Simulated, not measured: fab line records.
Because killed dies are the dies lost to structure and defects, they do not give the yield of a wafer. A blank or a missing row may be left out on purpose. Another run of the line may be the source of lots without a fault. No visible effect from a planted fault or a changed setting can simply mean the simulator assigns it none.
Chamber matching ; flow gf180mcu ; GF_V1_CMP_04 on cmp-01: 4 sister chambers
The step polishes SiO2. 8 wafers are shown with their chamber, then 9 later ones without.

## WAFERS WITH THEIR CHAMBER
wafer;chamber;motor current A (A);time to endpoint s (s)
L495.2;0;13.0;77
L497.2;1;11.5;78
L497.3;0;12.4;68
L506.5;1;11.3;92
L506.6;2;14.1;87
L507.1;3;12.5;94
L507.4;2;14.2;91
L507.6;3;12.8;95

## WAFERS MISSING THEIR CHAMBER
wafer;motor current A (A);time to endpoint s (s)
L509.2;14.2;88
L509.5;13.6;96
L509.6;11.7;93
L511.1;14.1;74
L511.3;11.1;80
L511.6;13.9;84
L512.1;11.2;80
L512.5;12.3;92
L512.6;13.5;93

## THE CHAMBER EACH PASSED THROUGH
wafer;from the rows above;in truth
L509.2;2;2
L509.5;can't be placed: 2 or 3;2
L509.6;1;1
L511.1;2;2
L511.3;1;1
L511.6;2;2
L512.1;1;1
L512.5;3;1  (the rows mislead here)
L512.6;can't be placed: 2 or 3 or 0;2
Correct placement for 6 of the 9. Can't be placed from these rows: 2 (the true chamber is among the candidates in 2). Wrongly placed: 1.
How it was worked out, from the rows above alone: a wafer's distance from a chamber is the root of the sum, over the readings, of the square of ((its reading less the chamber's mean) divided by the reading's scatter). If the next closest chamber is less than 2 further off than the closest, the wafer can't be placed; otherwise it belongs to the closest. A chamber's mean is the mean of its shown wafers. The scatter is the square root of a quotient: the sum, over the shown wafers, of each reading's squared deviation from its chamber's mean, divided by wafers minus chambers.
